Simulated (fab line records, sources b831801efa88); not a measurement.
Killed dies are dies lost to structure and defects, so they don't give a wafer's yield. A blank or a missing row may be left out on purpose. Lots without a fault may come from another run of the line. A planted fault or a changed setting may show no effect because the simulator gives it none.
Which tool did it? | flow gf180mcu | 24 lots, 72 wafers sampled, at 5 steps of a route of 602

WHAT THE GAUGES READ, wafer by wafer
GF_V4_BOW_MEAS_05. Usual: V4_BOW 134 um, standard deviation 9.8.
lot  | measured     | on            | V4_BOW (um) | flag
L074 | day 23 10:10 | film_metro-03 | 139 146 147 |
L075 | day 23 17:28 | film_metro-02 | 135 136 128 |
L076 | day 24 05:57 | film_metro-01 | 140 127 130 |
L077 | day 24 10:10 | film_metro-01 | 119 117 120 |
L078 | day 24 22:05 | film_metro-03 | 145 142 139 |
L079 | day 25 07:57 | film_metro-01 | 141 135 137 |
L080 | day 25 12:16 | film_metro-03 | 158 154 149 |
L081 | day 25 20:11 | film_metro-01 | 134 141 134 |
L082 | day 26 09:11 | film_metro-03 | 141 132 149 |
L083 | day 26 17:03 | film_metro-02 | 144 138 151 |
L084 | day 26 22:05 | film_metro-03 | 134 123 137 |
L085 | day 27 07:18 | film_metro-02 | 122 117 124 |
L086 | day 27 14:01 | film_metro-01 | 123 121 124 |
L087 | day 27 20:07 | film_metro-02 | 132 131 128 |
L089 | day 28 05:26 | film_metro-02 | 139 148 136 |
L088 | day 28 10:55 | film_metro-01 | 111 122 118 |
L090 | day 28 15:56 | film_metro-01 | 142 132 140 |
L091 | day 29 03:14 | film_metro-03 | 134 123 138 |
L092 | day 29 11:04 | film_metro-03 | 134 135 135 |
L093 | day 29 11:38 | film_metro-02 | 151 140 137 |
L094 | day 29 20:36 | film_metro-03 | 126 124 137 |
L095 | day 30 01:28 | film_metro-03 | 128 137 127 |
L097 | day 30 11:03 | film_metro-01 | 135 130 119 |
L096 | day 30 13:20 | film_metro-01 | 124 117 135 |

GF_V4_OVL_MEAS_15. Usual: V4_OVL 2 nm, standard deviation 5.7.
lot  | measured     | on         | V4_OVL (nm) | flag
L074 | day 24 08:28 | overlay-01 | -7 -7 -1    |
L075 | day 24 15:36 | overlay-02 | -6 -6 -4    |
L076 | day 25 03:40 | overlay-01 | -3 -2 -7    |
L077 | day 25 07:46 | overlay-01 | 1 6 -2      |
L078 | day 25 19:13 | overlay-01 | 1 9 10      |
L079 | day 26 05:37 | overlay-01 | -5 3 2      |
L080 | day 26 09:19 | overlay-02 | 6 15 4      |
L081 | day 26 16:35 | overlay-01 | 17 4 12     |
L082 | day 27 06:46 | overlay-02 | -3 -8 -1    |
L083 | day 27 13:27 | overlay-02 | -3 1 -2     |
L084 | day 27 18:04 | overlay-02 | 5 7 13      |
L085 | day 28 03:11 | overlay-01 | -2 5 -3     |
L086 | day 28 09:19 | overlay-02 | -6 -2 -3    |
L087 | day 28 15:38 | overlay-01 | -1 1 3      |
L089 | day 29 01:07 | overlay-02 | 2 7 2       |
L088 | day 29 06:34 | overlay-02 | 5 2 1       |
L090 | day 29 11:26 | overlay-01 | -1 -1 10    |
L091 | day 29 22:29 | overlay-01 | 0 5 0       |
L092 | day 30 05:11 | overlay-02 | 0 -9 -4     |
L093 | day 30 06:10 | overlay-01 | 13 4 8      |
L094 | day 30 14:56 | overlay-02 | -4 -8 -4    |
L095 | day 30 19:45 | overlay-01 | 6 -4 6      |
L097 | day 31 04:54 | overlay-01 | 1 12 -3     |
L096 | day 31 06:51 | overlay-01 | 4 1 0       |

GF_MIM_THK_MEAS_11: measures by xrf. Usual: MIM_ALCU_THK 203.2 nm, standard deviation 2.4.
lot  | measured     | on            | MIM_ALCU_THK (nm) | flag
L074 | day 24 10:24 | film_metro-03 | 206.0 203.8 202.5 |
L075 | day 24 17:32 | film_metro-01 | 201.3 201.6 203.5 |
L076 | day 25 05:36 | film_metro-03 | 203.4 202.7 202.7 |
L077 | day 25 09:42 | film_metro-03 | 203.2 205.5 203.7 |
L078 | day 25 21:09 | film_metro-03 | 201.7 205.8 201.9 |
L079 | day 26 07:35 | film_metro-04 | 203.3 203.2 201.7 |
L080 | day 26 11:22 | film_metro-04 | 202.1 201.9 199.4 |
L081 | day 26 18:34 | film_metro-04 | 207.1 205.5 207.7 |
L082 | day 27 08:42 | film_metro-04 | 203.9 204.8 203.9 |
L083 | day 27 15:24 | film_metro-04 | 206.9 203.7 205.8 |
L084 | day 27 20:05 | film_metro-01 | 205.5 203.5 204.8 |
L085 | day 28 05:07 | film_metro-01 | 200.8 201.7 201.6 |
L086 | day 28 11:20 | film_metro-01 | 204.5 202.8 204.0 |
L087 | day 28 17:38 | film_metro-03 | 201.1 200.4 200.5 |
L089 | day 29 03:04 | film_metro-03 | 200.2 200.5 202.8 |
L088 | day 29 08:29 | film_metro-04 | 206.6 205.3 207.8 |
L090 | day 29 13:22 | film_metro-04 | 205.0 203.0 204.8 |
L091 | day 30 00:29 | film_metro-03 | 201.4 202.4 200.8 |
L092 | day 30 07:07 | film_metro-04 | 205.3 205.1 206.5 |
L093 | day 30 08:08 | film_metro-03 | 198.3 199.1 198.5 |
L094 | day 30 17:12 | film_metro-04 | 204.2 205.0 206.3 |
L095 | day 30 21:41 | film_metro-04 | 205.5 205.2 203.4 |
L097 | day 31 06:50 | film_metro-01 | 198.1 201.4 201.7 |
L096 | day 31 08:47 | film_metro-01 | 198.9 201.9 199.0 |

WHICH TOOL RAN EACH LOT (tool, then ch and the chambers of the sampled wafers, then the start)
lot  | GF_M3_SPUTTER_01             | GF_V4_CMP_26
L074 | pvd_sputter-04, day 20 06:57 | cmp-01 ch 0,2,3, day 24 09:38
L075 | pvd_sputter-04, day 20 15:17 | cmp-01 ch 1,2,3, day 24 16:47
L076 | pvd_sputter-03, day 21 03:16 | cmp-01 ch 0,1, day 25 04:48
L077 | pvd_sputter-02, day 21 08:53 | cmp-01 ch 0,1,2, day 25 08:54
L078 | pvd_sputter-03, day 21 22:14 | cmp-02 ch 0,1,3, day 25 20:17
L079 | pvd_sputter-03, day 22 08:36 | cmp-02 ch 1,3, day 26 06:44
L080 | pvd_sputter-02, day 22 12:53 | cmp-02 ch 0,2,3, day 26 10:31
L081 | pvd_sputter-03, day 22 23:08 | cmp-01 ch 0,1,2, day 26 17:43
L082 | pvd_sputter-03, day 23 11:20 | cmp-01 ch 1,3, day 27 07:50
L083 | pvd_sputter-04, day 23 20:05 | cmp-01 ch 1,3, day 27 14:37
L084 | pvd_sputter-04, day 24 01:35 | cmp-01 ch 1,2,3, day 27 19:20
L085 | pvd_sputter-04, day 24 11:14 | cmp-01 ch 1,2,3, day 28 04:17
L086 | pvd_sputter-02, day 24 19:32 | cmp-02 ch 1,2, day 28 10:25
L087 | pvd_sputter-03, day 25 02:38 | cmp-02 ch 0,2,3, day 28 16:47
L089 | pvd_sputter-03, day 25 12:03 | cmp-02 ch 0,1, day 29 02:11
L088 | pvd_sputter-02, day 25 18:15 | cmp-01 ch 0,2,3, day 29 07:44
L090 | pvd_sputter-04, day 25 23:38 | cmp-02 ch 0,3, day 29 12:35
L091 | pvd_sputter-03, day 26 11:43 | cmp-02 ch 1,2,3, day 29 23:41
L092 | pvd_sputter-03, day 26 19:18 | cmp-02 ch 1,2,3, day 30 06:17
L093 | pvd_sputter-03, day 26 20:15 | cmp-01 ch 0,3, day 30 07:16
L094 | pvd_sputter-03, day 27 05:56 | cmp-01 ch 0,3, day 30 16:22
L095 | pvd_sputter-02, day 27 10:17 | cmp-01 ch 0,1,3, day 30 20:56
L097 | pvd_sputter-02, day 27 21:17 | cmp-01 ch 1,2, day 31 06:02
L096 | pvd_sputter-02, day 28 00:20 | cmp-01 ch 0,2, day 31 07:57
- GF_M3_SPUTTER_01: material TiN, target thk 30 nm, time 25 s.
- GF_V4_CMP_26: polishes, stops on SiO2, t overpolish 15 s, target thk 0 nm.

WHAT THE TOOLS THEMSELVES READ (means of the sampled wafers that have a number; where no wafer has one, the mark that the record gives instead)
GF_M3_SPUTTER_01. Usual: throttle_valve_pct 30.0 %, standard deviation 0.74.
lot  | tool           | throttle_valve_pct (%) | flag
L074 | pvd_sputter-04 | 30.2                   |
L075 | pvd_sputter-04 | 30.1                   |
L076 | pvd_sputter-03 | 30.3                   |
L077 | pvd_sputter-02 | 29.1                   |
L078 | pvd_sputter-03 | 29.5                   |
L079 | pvd_sputter-03 | 30.1                   |
L080 | pvd_sputter-02 | 29.2                   |
L081 | pvd_sputter-03 | 30.1                   |
L082 | pvd_sputter-03 | 30.1                   |
L083 | pvd_sputter-04 | 30.4                   |
L084 | pvd_sputter-04 | 30.0                   |
L085 | pvd_sputter-04 | 30.1                   |
L086 | pvd_sputter-02 | 29.7                   |
L087 | pvd_sputter-03 | 30.0                   |
L089 | pvd_sputter-03 | 30.4                   |
L088 | pvd_sputter-02 | 30.0                   |
L090 | pvd_sputter-04 | 30.1                   |
L091 | pvd_sputter-03 | 30.8                   |
L092 | pvd_sputter-03 | 29.9                   |
L093 | pvd_sputter-03 | 30.4                   |
L094 | pvd_sputter-03 | 30.2                   |
L095 | pvd_sputter-02 | 30.8                   |
L097 | pvd_sputter-02 | 29.4                   |
L096 | pvd_sputter-02 | 30.7                   |

GF_V4_CMP_26. Usual: motor_current_A 11.1 A, standard deviation 1.5; overpolish_run_s 15.000 s, standard deviation 0.0088; time_to_endpoint_s 87 s, standard deviation 4.1.
lot  | tool   | motor_current_A (A) | overpolish_run_s (s) | time_to_endpoint_s (s) | flag
L074 | cmp-01 | 12.0                | 14.998               | 89                     |
L075 | cmp-01 | 11.9                | 15.005               | 91                     |
L076 | cmp-01 | 9.8                 | 15.008               | 88                     |
L077 | cmp-01 | 10.8                | 15.004               | 88                     |
L078 | cmp-02 | 10.0                | 14.997               | 89                     |
L079 | cmp-02 | 9.6                 | 15.003               | 84                     |
L080 | cmp-02 | 10.4                | 14.997               | 83                     |
L081 | cmp-01 | 10.9                | 15.001               | 86                     |
L082 | cmp-01 | 10.9                | 15.004               | 91                     |
L083 | cmp-01 | 10.9                | 14.996               | 92                     |
L084 | cmp-01 | 11.4                | 14.992               | 93                     |
L085 | cmp-01 | 11.4                | 14.987               | 93                     |
L086 | cmp-02 | 11.3                | 14.999               | 84                     |
L087 | cmp-02 | 10.3                | 15.004               | 84                     |
L089 | cmp-02 | 10.5                | 15.002               | 84                     |
L088 | cmp-01 | 12.1                | 15.004               | 86                     |
L090 | cmp-02 | 9.2                 | 14.999               | 85                     |
L091 | cmp-02 | 10.3                | 15.000               | 84                     |
L092 | cmp-02 | 10.5                | 15.006               | 84                     |
L093 | cmp-01 | 12.5                | 15.003               | 89                     |
L094 | cmp-01 | 12.3                | 15.000               | 94                     |
L095 | cmp-01 | 11.3                | 14.996               | 88                     |
L097 | cmp-01 | 11.8                | 15.001               | 84                     |
L096 | cmp-01 | 11.6                | 14.997               | 85                     |

THE ANSWER, worked out from the rows above alone
Rule: a lot is off if the mean of its wafers that have a number lies more than 3 standard deviations from the usual mean. A lot without any number at a reading at which 4 lots or more have one is off too. The other lots that the step has rows for count as sound. The gauges are gone through in route order, then the tools' own readings, and for those a lot's mean is taken as printed above. The first step at which some lot is off is used, and at that step the reading that is off furthest; a lot without a number counts as furthest.
No lot is off at any reading shown: from this, nothing can be told.

WHAT THE SIMULATOR HAD PUT IN
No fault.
